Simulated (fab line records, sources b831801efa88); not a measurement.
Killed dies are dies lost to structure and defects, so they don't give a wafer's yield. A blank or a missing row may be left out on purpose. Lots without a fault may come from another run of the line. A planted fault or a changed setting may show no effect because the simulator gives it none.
Which tool did it? | flow sky130 | 13 lots, 39 wafers sampled, at 3 steps of a route of 708

WHAT THE GAUGES READ, wafer by wafer
SKY_LOCAL_INTERCONNECT_RS_MEAS_01: measures by four-point-probe.
lot  | measured     | on            | LOCAL_INTERCONNECT_TIN_RS (ohm/sq)
L526 | day 29 02:28 | film_metro-01 | 14.09 14.08 13.82
L525 | day 29 03:41 | film_metro-03 | 14.12 14.05 13.92
L528 | day 30 00:03 | film_metro-01 | 13.81 13.95 14.15
L531 | day 31 15:10 | film_metro-01 | 14.33 14.36 14.28
L530 | day 31 17:14 | film_metro-03 | 13.92 14.21 14.02
L532 | day 31 21:03 | film_metro-03 | 14.04 13.91 14.06
L534 | day 32 05:46 | film_metro-03 | 13.94 13.93 14.26
L535 | day 32 09:48 | film_metro-03 | 14.00 14.12 14.03
L536 | day 33 03:49 | film_metro-01 | 13.95 14.08 14.16
L542 | day 34 17:10 | film_metro-03 | 14.09 14.22 14.10
L543 | day 34 19:43 | film_metro-01 | 13.72 13.72 13.83
L546 | day 35 19:30 | film_metro-03 | 14.11 14.27 14.15
L548 | day 36 11:16 | film_metro-03 | 13.85 13.90 14.09

SKY_LOCAL_INTERCONNECT_CD_MEAS_11: target cd 170 nm.
lot  | measured     | on        | cd_nm (nm)
L526 | day 30 04:08 | cd_sem-02 | 169.4 170.6 170.1
L525 | day 30 05:35 | cd_sem-02 | 170.0 169.5 168.5
L528 | day 31 01:28 | cd_sem-01 | 169.3 171.3 170.1
L531 | day 32 17:50 | cd_sem-01 | 170.3 171.3 171.3
L530 | day 32 20:29 | cd_sem-02 | 170.3 170.5 170.9
L532 | day 33 00:31 | cd_sem-02 | 172.3 171.5 172.0
L534 | day 33 09:02 | cd_sem-01 | 170.4 170.0 169.6
L535 | day 33 12:07 | cd_sem-02 | 168.5 169.2 169.5
L536 | day 34 05:47 | cd_sem-02 | 173.4 173.5 173.8
L542 | day 35 20:49 | cd_sem-02 | 170.3 170.6 169.5
L543 | day 35 23:35 | cd_sem-01 | 169.8 168.2 170.0
L546 | day 36 20:48 | cd_sem-02 | 170.1 170.2 170.5
L548 | day 37 12:25 | cd_sem-02 | 172.0 172.0 172.5

WHICH TOOL RAN EACH LOT (tool, then ch and the chambers of the sampled wafers, then the start)
lot  | SKY_LOCAL_INTERCONNECT_COAT_06
L526 | litho_track-03 ch 0, day 29 15:00
L525 | litho_track-03 ch 0, day 29 16:00
L528 | litho_track-04 ch 0, day 30 12:00
L531 | litho_track-01 ch 0, day 32 04:00
L530 | litho_track-03 ch 0, day 32 05:00
L532 | litho_track-04 ch 0, day 32 09:00
L534 | litho_track-04 ch 0, day 32 20:00
L535 | litho_track-04 ch 0, day 33 00:00
L536 | litho_track-03 ch 0, day 33 15:00
L542 | litho_track-01 ch 0, day 35 07:00
L543 | litho_track-01 ch 0, day 35 10:00
L546 | litho_track-04 ch 0, day 36 08:00
L548 | litho_track-03 ch 0, day 36 23:00
- SKY_LOCAL_INTERCONNECT_COAT_06: resist thk 450 nm.

WHAT THE TOOLS THEMSELVES READ (means of the sampled wafers that have a number; where no wafer has one, the mark that the record gives instead)
SKY_LOCAL_INTERCONNECT_COAT_06.
lot  | tool           | dispense_pressure_kPa (kPa) | spin_speed_rpm (rpm)
L526 | litho_track-03 | 58                          | 3000.0
L525 | litho_track-03 | 58                          | 3000.8
L528 | litho_track-04 | 55                          | 3001.6
L531 | litho_track-01 | 44                          | 3001.5
L530 | litho_track-03 | 58                          | 3001.6
L532 | litho_track-04 | 55                          | 3001.0
L534 | litho_track-04 | 55                          | 2928.7
L535 | litho_track-04 | 55                          | 2925.9
L536 | litho_track-03 | 58                          | 3000.5
L542 | litho_track-01 | 44                          | 2999.1
L543 | litho_track-01 | 44                          | 3000.9
L546 | litho_track-04 | 55                          | 2997.2
L548 | litho_track-03 | 58                          | 3000.4

THE ANSWER, worked out from the rows above alone
Rule: what is usual is taken from the lots themselves. Put in order of their means at a reading, lots are off if they are a third of the lots or fewer, leave a main group of 4 or more, and stand apart from it by a gap of 3 or more times the standard deviation of the main group's means; of several such gaps the widest counts. A main group whose means are all the same, to the digits that the tables above print for the reading, isn't used. A lot without any number at a reading at which 4 lots or more have one is off too. The other lots that the step has rows for count as sound. The gauges are gone through in route order, then the tools' own readings, and for those a lot's mean is taken as printed above. The first step at which some lot is off is used, and at that step the reading that is off furthest; a lot without a number counts as furthest.
Off: L534, L535, at SKY_LOCAL_INTERCONNECT_COAT_06 (spin_speed_rpm). The main group: mean 3000.4 rpm, standard deviation 1.2.
A tool fits if, at that step or a process step before it, it ran every lot that is off, and no sound lot after the first of them. None of those tried fits.

WHAT THE SIMULATOR HAD PUT IN
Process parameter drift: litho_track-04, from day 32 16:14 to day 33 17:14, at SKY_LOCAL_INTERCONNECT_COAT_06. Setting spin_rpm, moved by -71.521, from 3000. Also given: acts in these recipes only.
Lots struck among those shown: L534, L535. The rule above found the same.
